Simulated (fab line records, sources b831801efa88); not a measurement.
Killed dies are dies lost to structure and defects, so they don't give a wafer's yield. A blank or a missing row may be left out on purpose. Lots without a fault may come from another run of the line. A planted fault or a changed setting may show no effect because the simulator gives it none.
Which tool did it? | flow gf180mcu | 13 lots, 39 wafers sampled, at 2 steps of a route of 602

WHAT THE GAUGES READ, wafer by wafer
GF_V4_RS_MEAS_24: measures by four-point-probe.
lot  | measured     | on            | V4_W_RS (ohm/sq)
L374 | day 25 02:30 | film_metro-01 | 0.329 0.330 0.326
L375 | day 25 09:17 | film_metro-01 | 0.322 0.325 0.323
L376 | day 25 16:29 | film_metro-03 | 0.328 0.333 0.321
L377 | day 25 18:28 | film_metro-01 | 0.326 0.320 0.326
L378 | day 26 09:41 | film_metro-04 | 0.327 0.331 0.327
L381 | day 27 03:10 | film_metro-03 | 0.327 0.325 0.327
L382 | day 27 07:03 | film_metro-03 | 0.322 0.325 0.326
L386 | day 28 19:06 | film_metro-01 | 0.318 0.323 0.324
L391 | day 30 02:10 | film_metro-01 | 0.323 0.329 0.323
L392 | day 30 10:04 | film_metro-01 | 0.319 0.326 0.324
L394 | day 30 21:14 | film_metro-03 | 0.322 0.324 0.324
L395 | day 31 05:26 | film_metro-04 | 0.323 0.324 0.316
L396 | day 31 07:49 | film_metro-04 | 0.325 0.325 0.324

WHICH TOOL RAN EACH LOT (tool, then ch and the chambers of the sampled wafers, then the start)
lot  | GF_V4_SPUTTER_21
L374 | pvd_sputter-02, day 25 02:16
L375 | pvd_sputter-03, day 25 09:02
L376 | pvd_sputter-03, day 25 16:16
L377 | pvd_sputter-02, day 25 18:14
L378 | pvd_sputter-03, day 26 09:28
L381 | pvd_sputter-02, day 27 02:56
L382 | pvd_sputter-02, day 27 06:48
L386 | pvd_sputter-02, day 28 18:52
L391 | pvd_sputter-01, day 30 01:55
L392 | pvd_sputter-01, day 30 09:49
L394 | pvd_sputter-01, day 30 21:01
L395 | pvd_sputter-03, day 31 05:12
L396 | pvd_sputter-01, day 31 07:35
- GF_V4_SPUTTER_21: material Ti, target thk 15 nm, time 80.02 s.

WHAT THE TOOLS THEMSELVES READ (means of the sampled wafers that have a number; where no wafer has one, the mark that the record gives instead)
GF_V4_SPUTTER_21.
lot  | tool           | chamber_pressure_pa (Pa) | throttle_valve_pct (%)
L374 | pvd_sputter-02 | 5.000                    | 30.5
L375 | pvd_sputter-03 | 5.000                    | 29.2
L376 | pvd_sputter-03 | 4.997                    | 30.3
L377 | pvd_sputter-02 | 5.013                    | 29.9
L378 | pvd_sputter-03 | 5.000                    | 30.0
L381 | pvd_sputter-02 | 5.004                    | 30.3
L382 | pvd_sputter-02 | 4.321                    | 33.5
L386 | pvd_sputter-02 | 4.324                    | 32.4
L391 | pvd_sputter-01 | 5.004                    | 30.1
L392 | pvd_sputter-01 | 4.999                    | 29.6
L394 | pvd_sputter-01 | 5.002                    | 29.8
L395 | pvd_sputter-03 | 5.004                    | 30.2
L396 | pvd_sputter-01 | 4.990                    | 29.7

THE ANSWER, worked out from the rows above alone
Rule: what is usual is taken from the lots themselves. Put in order of their means at a reading, lots are off if they are a third of the lots or fewer, leave a main group of 4 or more, and stand apart from it by a gap of 3 or more times the standard deviation of the main group's means; of several such gaps the widest counts. A main group whose means are all the same, to the digits that the tables above print for the reading, isn't used. A lot without any number at a reading at which 4 lots or more have one is off too. The other lots that the step has rows for count as sound. The gauges are gone through in route order, then the tools' own readings, and for those a lot's mean is taken as printed above. The first step at which some lot is off is used, and at that step the reading that is off furthest; a lot without a number counts as furthest.
Off: L382, L386, at GF_V4_SPUTTER_21 (chamber_pressure_pa). The main group: mean 5.001 Pa, standard deviation 0.0054.
A tool fits if, at that step or a process step before it, it ran every lot that is off, and no sound lot after the first of them. One fits: pvd_sputter-02 at GF_V4_SPUTTER_21. Its last sound lot is L381 (day 27 02:56), its first lot that is off L382 (day 27 06:48): a fault that began between those two fits.
The tool's own readings at GF_V4_SPUTTER_21 bear it out: on the lots that are off they differ by more than 5 times the standard deviation of the sound lots' means. chamber_pressure_pa reads 4.322 Pa there against 5.001 Pa on the sound lots; throttle_valve_pct reads 33.0 % there against 30.0 % on the sound lots.

WHAT THE SIMULATOR HAD PUT IN
Process parameter drift: pvd_sputter-02, from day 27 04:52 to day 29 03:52, at GF_V4_SPUTTER_21. Setting chamber_pressure_pa, moved by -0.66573, from 5. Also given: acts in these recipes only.
Lots struck among those shown: L382, L386. The rule above found the same.
